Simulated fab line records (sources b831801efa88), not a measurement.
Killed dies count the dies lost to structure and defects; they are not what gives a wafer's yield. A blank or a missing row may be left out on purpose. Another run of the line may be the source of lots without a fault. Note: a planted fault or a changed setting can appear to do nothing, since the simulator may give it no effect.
One fault through the eyes of 2 desks | flow sky130 | each desk has only its own numbers; what lay behind them comes last

== TOOL OWNER'S DESK, plasma asher-02 ==
The tool's own readings at SKY_VIA2_STRIP_16 (strips in O2/N2): means of the sampled wafers that have a number, for each lot that ran on this tool. A lot is out of limits, marked OUT, if its mean lies more than 4 standard deviations from the usual mean; the brackets give that distance.
Columns: A = chamber pressure mTorr at SKY_VIA2_STRIP_16, usual 1500.1 mTorr; B = drypump motor current A at SKY_VIA2_STRIP_16, usual 5.4 A; C = oes product au at SKY_VIA2_STRIP_16, usual 0.401 a.u.; D = strip time to endpoint s at SKY_VIA2_STRIP_16, usual 4.089 s
lot  | first seen here | A      | B   | C     | D
L197 | day 38 17:59    | 1500.2 | 4.9 | 0.402 | 4.099
This desk's finding: nothing out of limits on the one lot.

== FROM THE METROLOGY DESK ==
What the gauges read, lot by lot, whatever tool the lot ran on: means of the sampled wafers that have a number. A lot is out of limits, marked OUT, if its mean lies more than 4 standard deviations from the usual mean; the brackets give that distance.
Columns: A = cd nm at SKY_VIA2_CD_MEAS_12, usual 200.0 nm; B = VIA2_OVL at SKY_VIA2_OVL_MEAS_13, usual 1 nm
lot  | first seen here | A     | B
L191 | day 37 01:58    | 198.5 | 6
L197 | day 38 17:44    | 199.2 | -2
L202 | day 40 12:43    | 198.5 | 1
L203 | day 40 15:21    | 200.6 | 2
L210 | day 42 14:38    | 200.1 | 4
L212 | day 43 03:13    | 200.0 | -1
Result from this desk: across the 6 lots, nothing is out of limits.

== ALL TOGETHER ==
Nothing out of limits was seen by the tool owner's desk.
The metrology desk saw nothing out of limits.

== WHAT WAS PUT IN BY THE SIMULATOR ==
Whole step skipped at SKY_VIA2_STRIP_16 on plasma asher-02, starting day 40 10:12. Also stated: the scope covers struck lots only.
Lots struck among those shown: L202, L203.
